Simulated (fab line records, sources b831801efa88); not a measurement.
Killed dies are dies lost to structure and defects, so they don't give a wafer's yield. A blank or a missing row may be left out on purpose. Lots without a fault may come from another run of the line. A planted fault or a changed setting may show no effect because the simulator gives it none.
Split-lot experiment | flow sky130 | 5 lots, 23 wafers read, on a route of 708 steps

THE SPLIT
At SKY_VT_ADJUST_PCH_IMPLANT_08, the setting energy_kev was moved away from the recipe's 10 on 10 of the 23 wafers read, by -4.9% to +4.4%. The other wafers ran this setting at the recipe's value.

The reading is taken at the split's own step.

THE READING
implant.drp_nm (the simulator's own value, which no gauge read), in nm, at SKY_VT_ADJUST_PCH_IMPLANT_08. The file gives no usual value for it.

wafer  | tool, chamber at the split | energy_kev as run | against the recipe | implant.drp_nm, nm | against lot-mates on the recipe
L077.1 | implanter-01, 0            | 10                | recipe             | 17.11              | -
L077.4 | implanter-01, 0            | 10                | recipe             | 17.11              | -
L077.5 | implanter-01, 0            | 10                | recipe             | 17.11              | -
L079.1 | implanter-01, 0            | 9.51              | -4.9%              | 16.52              | -0.59
L079.2 | implanter-01, 0            | 9.51              | -4.9%              | 16.52              | -0.59
L079.6 | implanter-01, 0            | 9.51              | -4.9%              | 16.52              | -0.59
L079.4 | implanter-01, 0            | 10                | recipe             | 17.11              | -
L079.5 | implanter-01, 0            | 10                | recipe             | 17.11              | -
L082.1 | implanter-01, 0            | 10.44             | +4.4%              | 17.64              | +0.53
L082.2 | implanter-01, 0            | 10.44             | +4.4%              | 17.64              | +0.53
L082.4 | implanter-01, 0            | 10                | recipe             | 17.11              | -
L082.5 | implanter-01, 0            | 10                | recipe             | 17.11              | -
L082.6 | implanter-01, 0            | 10                | recipe             | 17.11              | -
L083.1 | implanter-01, 0            | 10                | recipe             | 17.11              | -
L083.2 | implanter-01, 0            | 10                | recipe             | 17.11              | -
L083.3 | implanter-01, 0            | 10.18             | +1.8%              | 17.33              | +0.22
L083.4 | implanter-01, 0            | 10.18             | +1.8%              | 17.33              | +0.22
L083.6 | implanter-01, 0            | 10.18             | +1.8%              | 17.33              | +0.22
L085.1 | implanter-03, 0            | 10                | recipe             | 17.11              | -
L085.2 | implanter-03, 0            | 10                | recipe             | 17.11              | -
L085.6 | implanter-03, 0            | 10                | recipe             | 17.11              | -
L085.4 | implanter-03, 0            | 9.705             | -2.9%              | 16.76              | -0.35
L085.5 | implanter-03, 0            | 9.705             | -2.9%              | 16.76              | -0.35

THE FIT
A straight line over all 23 wafers: implant.drp_nm changes by +0.12 nm for each +1% of energy_kev; r = +1.00; the points scatter about the line by 0.0018 nm.
The same after taking each lot's own level away (the mean of its wafers on the recipe; 23 wafers): +0.12 nm for each +1%; r = +1.00; scatter 0.0018 nm.
On that fit, the largest move of energy_kev shifts the reading by 0.59 nm.
The lots' own levels span 17.110 to 17.110 nm.
So the lot-to-lot level changes the slope little: the two slopes agree.
Check: with one of the wafers moved furthest among these (-4.9%) left out of the fit, the line predicts -0.589 nm for it against its lot-mates. It came out at -0.59 nm against them.

OTHER SPLITS ON THESE WAFERS
These wafers also went through other splits before the reading. Each is held against what the fit with the lots' levels taken away leaves over:
other split on the same wafers           | wafers away from the commonest value | r with implant.drp_nm (lot level and that fit taken away)
SKY_FIELD_ISO_EXPOSE_10 dose_mj          | 6                                    | -0.03
SKY_FIELD_ISO_ETCH_17 icp_w              | 9                                    | -0.19
SKY_FIELD_ISO_WET_ETCH_30 time_s         | 15                                   | -0.46
SKY_NWELL_OXIDATION_01 temp_c            | 15                                   | -0.47
SKY_NWELL_COAT_05 resist_thk_nm          | 9                                    | +0.05
SKY_NWELL_IMPLANT_12 energy_kev          | 7                                    | -0.05
SKY_NWELL_IMPLANT_24 energy_kev          | 8                                    | +0.00
SKY_VT_ADJUST_LVTN_STRIP_09 o2_flow_sccm | 7                                    | +0.00
SKY_VT_ADJUST_NCORE_COAT_02 spin_rpm     | 9                                    | -0.11
SKY_VT_ADJUST_HVTR_DEVELOP_06 dev_temp_c | 5                                    | +0.14

THE WHOLE CHAIN: every reading that the file lists as answering this split, in the file's order
step                         | what it does | reading                                                         | change (the file's fit)               | r (the file's)
SKY_VT_ADJUST_PCH_IMPLANT_08 |              | implant.rp_nm (the simulator's own value, which no gauge read)  | +0.289 nm for each +1% of the setting | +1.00
SKY_VT_ADJUST_PCH_IMPLANT_08 |              | implant.drp_nm (the simulator's own value, which no gauge read) | +0.12 nm for each +1% of the setting  | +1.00

THE FILE'S OWN FIT
implant.drp_nm changes by +0.12 nm for each +1% of energy_kev, r = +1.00.
